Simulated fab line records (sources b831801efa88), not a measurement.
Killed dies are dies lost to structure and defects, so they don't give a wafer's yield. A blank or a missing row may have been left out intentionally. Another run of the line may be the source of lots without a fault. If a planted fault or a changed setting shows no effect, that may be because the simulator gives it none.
Which of the tools did it? + flow sky130 + 10 lots with 30 wafers sampled at 5 steps, on a route of 708 steps

== WHAT EACH GAUGE READ, for each wafer ==
SKY_LDD_N_TW_MEAS_17. Usual: LDD_N_TW gives 2599 (standard deviation 19).
| lot  | measured     | on            | LDD_N_TW                      | flag |
|------|--------------|---------------|-------------------------------|------|
| L212 | day 18 03:00 | film-metro-02 | 2601 2588 2601                |      |
| L216 | day 19 11:25 | film-metro-02 | 2601 2602 2592                |      |
| L218 | day 20 13:45 | film-metro-01 | 2588 2574 2586                |      |
| L221 | day 21 04:58 | film-metro-02 | 2596 2602 2598                |      |
| L222 | day 21 18:02 | film-metro-01 | 2577 2572 2578                |      |
| L223 | day 22 04:40 | film-metro-02 | 2592 2600 2602                |      |
| L224 | day 22 08:43 | film-metro-01 | 2582 2584 2592                |      |
| L229 | day 24 02:15 | film-metro-04 | 2612 2606 2611                |      |
| L231 | day 24 19:36 | film-metro-04 | 2685 2683 2677 2678 2681 2686 | OFF  |
| L234 | day 25 11:28 | film-metro-02 | 2664 2668 2668                | OFF  |

== TOOL THAT RAN EACH LOT (tool first, then ch and the chambers of the sampled wafers, then the start) ==
| lot  | SKY_VT_ADJUST_PCH_STRIP_09           | SKY_RES_PROTECT_STRIP_07             | SKY_LDD_N_IMPLANT_11            | SKY_LDD_N_STRIP_16                   |
|------|--------------------------------------|--------------------------------------|---------------------------------|--------------------------------------|
| L212 | plasma-asher-04 ch 0,1, day 10 06:21 | plasma-asher-01 ch 0,1, day 15 11:31 | implanter-01 ch 0, day 18 02:09 | plasma-asher-03 ch 0,1, day 18 02:54 |
| L216 | plasma-asher-01 ch 0,1, day 11 17:48 | plasma-asher-03 ch 0,1, day 16 16:01 | implanter-02 ch 0, day 19 10:35 | plasma-asher-02 ch 0,1, day 19 11:18 |
| L218 | plasma-asher-01 ch 0,1, day 12 11:23 | plasma-asher-03 ch 0,1, day 17 18:27 | implanter-02 ch 0, day 20 12:56 | plasma-asher-04 ch 0,1, day 20 13:39 |
| L221 | plasma-asher-01 ch 0,1, day 13 08:05 | plasma-asher-02 ch 0,1, day 18 11:18 | implanter-01 ch 0, day 21 04:10 | plasma-asher-03 ch 0,1, day 21 04:52 |
| L222 | plasma-asher-02 ch 0,1, day 13 13:32 | plasma-asher-03 ch 0,1, day 18 21:45 | implanter-04 ch 0, day 21 17:13 | plasma-asher-03 ch 0,1, day 21 17:57 |
| L223 | plasma-asher-02 ch 0,1, day 14 02:11 | plasma-asher-03 ch 0,1, day 19 07:16 | implanter-01 ch 0, day 22 03:51 | plasma-asher-02 ch 0,1, day 22 04:35 |
| L224 | plasma-asher-04 ch 1, day 14 07:55   | plasma-asher-01 ch 0,1, day 19 14:40 | implanter-04 ch 0, day 22 07:52 | plasma-asher-04 ch 0, day 22 08:37   |
| L229 | plasma-asher-01 ch 0, day 15 21:25   | plasma-asher-03 ch 0,1, day 21 08:31 | implanter-02 ch 0, day 24 01:24 | plasma-asher-04 ch 0,1, day 24 02:09 |
| L231 | plasma-asher-02 ch 0,1, day 16 11:48 | plasma-asher-02 ch 0,1, day 22 03:10 | implanter-02 ch 0, day 24 18:45 | plasma-asher-04 ch 0,1, day 24 19:30 |
| L234 | plasma-asher-04 ch 0,1, day 17 06:14 | plasma-asher-01 ch 0,1, day 22 19:51 | implanter-02 ch 0, day 25 10:39 | plasma-asher-04 ch 0,1, day 25 11:23 |
- SKY_VT_ADJUST_PCH_STRIP_09: strips in O2/N2.
- SKY_RES_PROTECT_STRIP_07: strips in O2/N2.
- SKY_LDD_N_IMPLANT_11
- SKY_LDD_N_STRIP_16: strips in O2/N2.

== WHAT THE TOOLS THEMSELVES READ (means of the sampled wafers that have a number; where no wafer has one, the mark that the record gives instead) ==
SKY_VT_ADJUST_PCH_STRIP_09. Usual: drypump-motor-current-A 5.8 A, standard deviation 0.67; oes-product-au 0.723 a.u., standard deviation 0.0044; strip-time-to-endpoint-s 36.94 s, standard deviation 0.1.
| lot  | tool            | drypump-motor-current-A (A) | oes-product-au (a.u.) | strip-time-to-endpoint-s (s) | flag |
|------|-----------------|-----------------------------|-----------------------|------------------------------|------|
| L212 | plasma-asher-04 | 5.6                         | 0.720                 | 36.97                        |      |
| L216 | plasma-asher-01 | 4.9                         | 0.723                 | 37.00                        |      |
| L218 | plasma-asher-01 | 5.1                         | 0.724                 | 36.85                        |      |
| L221 | plasma-asher-01 | 5.1                         | 0.725                 | 36.92                        |      |
| L222 | plasma-asher-02 | 6.0                         | 0.722                 | 36.92                        |      |
| L223 | plasma-asher-02 | 6.3                         | 0.724                 | 36.94                        |      |
| L224 | plasma-asher-04 | 6.7                         | 0.722                 | 36.96                        |      |
| L229 | plasma-asher-01 | 4.9                         | 0.725                 | 36.88                        |      |
| L231 | plasma-asher-02 | 6.0                         | 0.715                 | 36.82                        |      |
| L234 | plasma-asher-04 | 6.2                         | 0.724                 | 36.90                        |      |

SKY_RES_PROTECT_STRIP_07. Usual: drypump-motor-current-A 5.5 A, standard deviation 0.56; oes-product-au 0.517 a.u., standard deviation 0.0043; strip-time-to-endpoint-s 23.30 s, standard deviation 0.041.
| lot  | tool            | drypump-motor-current-A (A) | oes-product-au (a.u.) | strip-time-to-endpoint-s (s) | flag |
|------|-----------------|-----------------------------|-----------------------|------------------------------|------|
| L212 | plasma-asher-01 | 5.0                         | 0.520                 | 23.35                        |      |
| L216 | plasma-asher-03 | 5.9                         | 0.524                 | 23.35                        |      |
| L218 | plasma-asher-03 | 5.9                         | 0.520                 | 23.31                        |      |
| L221 | plasma-asher-02 | 6.2                         | 0.515                 | 23.27                        |      |
| L222 | plasma-asher-03 | 5.9                         | 0.517                 | 23.32                        |      |
| L223 | plasma-asher-03 | 5.6                         | 0.519                 | 23.24                        |      |
| L224 | plasma-asher-01 | 5.1                         | 0.514                 | 23.32                        |      |
| L229 | plasma-asher-03 | 5.6                         | 0.517                 | 23.28                        |      |
| L231 | plasma-asher-02 | 6.0                         | 0.516                 | 23.28                        |      |
| L234 | plasma-asher-01 | 5.1                         | 0.516                 | 23.28                        |      |

SKY_LDD_N_IMPLANT_11. Usual: beam-on-s 10.02 s, standard deviation 0.22; dose-ions-cm2 7.498e+13, standard deviation 8.1e+10; faraday-current-uA 421, standard deviation 9.
| lot  | tool         | beam-on-s (s) | dose-ions-cm2 | faraday-current-uA | flag |
|------|--------------|---------------|---------------|--------------------|------|
| L212 | implanter-01 | 10.07         | 7.506e+13     | 420                |      |
| L216 | implanter-02 | 10.09         | 7.505e+13     | 419                |      |
| L218 | implanter-02 | 10.07         | 7.507e+13     | 419                |      |
| L221 | implanter-01 | 10.14         | 7.502e+13     | 418                |      |
| L222 | implanter-04 | 10.05         | 7.489e+13     | 422                |      |
| L223 | implanter-01 | 10.07         | 7.499e+13     | 420                |      |
| L224 | implanter-04 | 9.98          | 7.501e+13     | 422                |      |
| L229 | implanter-02 | 10.07         | 7.501e+13     | 420                |      |
| L231 | implanter-02 | 12.00         | 1.216e+14     | 573                | OFF  |
| L234 | implanter-02 | 12.16         | 1.216e+14     | 563                | OFF  |

SKY_LDD_N_STRIP_16. Usual: drypump-motor-current-A 5.9 A, standard deviation 0.62; oes-product-au 0.407 a.u., standard deviation 0.0047; strip-time-to-endpoint-s 4.312 s, standard deviation 0.016.
| lot  | tool            | drypump-motor-current-A (A) | oes-product-au (a.u.) | strip-time-to-endpoint-s (s) | flag |
|------|-----------------|-----------------------------|-----------------------|------------------------------|------|
| L212 | plasma-asher-03 | 5.9                         | 0.405                 | 4.316                        |      |
| L216 | plasma-asher-02 | 6.0                         | 0.412                 | 4.303                        |      |
| L218 | plasma-asher-04 | 5.7                         | 0.409                 | 4.302                        |      |
| L221 | plasma-asher-03 | 5.9                         | 0.409                 | 4.323                        |      |
| L222 | plasma-asher-03 | 5.9                         | 0.406                 | 4.309                        |      |
| L223 | plasma-asher-02 | 6.2                         | 0.407                 | 4.330                        |      |
| L224 | plasma-asher-04 | 5.1                         | 0.409                 | 4.325                        |      |
| L229 | plasma-asher-04 | 5.6                         | 0.405                 | 4.303                        |      |
| L231 | plasma-asher-04 | 6.2                         | 0.409                 | 4.442                        | OFF  |
| L234 | plasma-asher-04 | 5.6                         | 0.406                 | 4.430                        | OFF  |

== THE ANSWER, worked out from the rows above alone ==
Rule: a lot is off if the mean of its wafers that have a number lies more than 3 standard deviations from the usual mean. A lot without any number at a reading at which 4 lots or more have one is off too. Where the step has rows for the other lots, those lots are counted as sound. Order of review: gauges by route order, followed by the tools' own readings, for which a lot's mean as printed above is used. The first step at which some lot is off is used, and at that step the reading that is off furthest; a lot without a number counts as furthest.
Off: L231, L234, seen at SKY_LDD_N_TW_MEAS_17 (LDD_N_TW).
A tool fits if, at a process step before that reading, it ran every lot that is off, and no sound lot after the first of them. Not tried: the gauges at SKY_LDD_N_TW_MEAS_17; whatever is off there is also off at SKY_LDD_N_IMPLANT_11, on other tools, and gauge error can't account for it. Undecided on this evidence; 2 tools fit (implanter-02 at SKY_LDD_N_IMPLANT_11, plasma-asher-04 at SKY_LDD_N_STRIP_16).

== WHAT HAD BEEN PUT IN BY THE SIMULATOR ==
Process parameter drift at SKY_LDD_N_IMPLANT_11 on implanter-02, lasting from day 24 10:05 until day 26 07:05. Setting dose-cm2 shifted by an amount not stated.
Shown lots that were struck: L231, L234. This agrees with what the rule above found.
